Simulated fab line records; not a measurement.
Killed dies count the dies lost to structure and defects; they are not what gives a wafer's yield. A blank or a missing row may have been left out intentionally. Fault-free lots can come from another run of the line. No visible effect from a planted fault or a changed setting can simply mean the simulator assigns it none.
The same fault as seen by 2 desks :: flow gf180mcu :: what lay behind the numbers comes last; until then each desk has only its own

FOR THE TOOL OWNER'S DESK: pvd_sputter-02
The tool's own readings at GF_M2_SPUTTER_02 (material AlCu, target thk 450 nm, time 23.9 s): means of the sampled wafers that have a number, for each lot that ran on this tool. The brackets show how far a lot's mean lies from the usual mean; more than 4 standard deviations puts the lot out of limits, marked OUT.
Columns: A = throttle_valve_pct at GF_M2_SPUTTER_02, usual 30.2 %
lot: L526
first seen here: day 19 15:52
A: 30.8

lot: L528
first seen here: day 20 15:23
A: 31.3

lot: L530
first seen here: day 21 06:55
A: 31.2

lot: L539
first seen here: day 24 09:23
A: 31.3

lot: L540
first seen here: day 24 15:31
A: 31.2

lot: L545
first seen here: day 26 01:25
A: 30.5
This desk's finding: nothing out of limits on any of the 6 lots.

AT THE METROLOGY DESK
What the gauges read for every lot (on any tool): the sampled wafers with a number, averaged. The brackets show how far a lot's mean lies from the usual mean; more than 4 standard deviations puts the lot out of limits, marked OUT.
Columns: A = V5_W_THK at GF_V5_THK_MEAS_25, usual 349 nm; B = TOP_METAL_ALCU_RS at GF_TOP_METAL_RS_MEAS_05, usual 0.0327 ohm/sq
lot: L522
first seen here: day 27 07:20
A: 344
B: 0.0327

lot: L525
first seen here: day 28 09:25
A: 351
B: 0.0327

lot: L526
first seen here: day 28 11:07
A: 353
B: 0.0327

lot: L528
first seen here: day 29 06:40
A: 346
B: 0.0327

lot: L530
first seen here: day 29 18:28
A: 345
B: 0.0325

lot: L531
first seen here: day 30 04:27
A: 350
B: 0.0326

lot: L532
first seen here: day 30 13:48
A: 352
B: 0.0326

lot: L539
first seen here: day 32 03:59
A: 348
B: 0.0331

lot: L540
first seen here: day 32 07:56
A: 349
B: 0.0326

lot: L541
first seen here: day 32 17:38
A: 346
B: 0.0328

lot: L542
first seen here: day 33 01:02
A: 348
B: 0.0327

lot: L543
first seen here: day 33 06:32
A: 355
B: 0.0324

lot: L545
first seen here: day 33 11:24
A: 350
B: 0.0330
This desk's finding: nothing out of limits on any of the 13 lots.

PUT TOGETHER
The desk of the tool owner found nothing out of limits.
From the metrology desk's view, nothing was out of limits.

WHAT THE SIMULATOR HAD INSERTED
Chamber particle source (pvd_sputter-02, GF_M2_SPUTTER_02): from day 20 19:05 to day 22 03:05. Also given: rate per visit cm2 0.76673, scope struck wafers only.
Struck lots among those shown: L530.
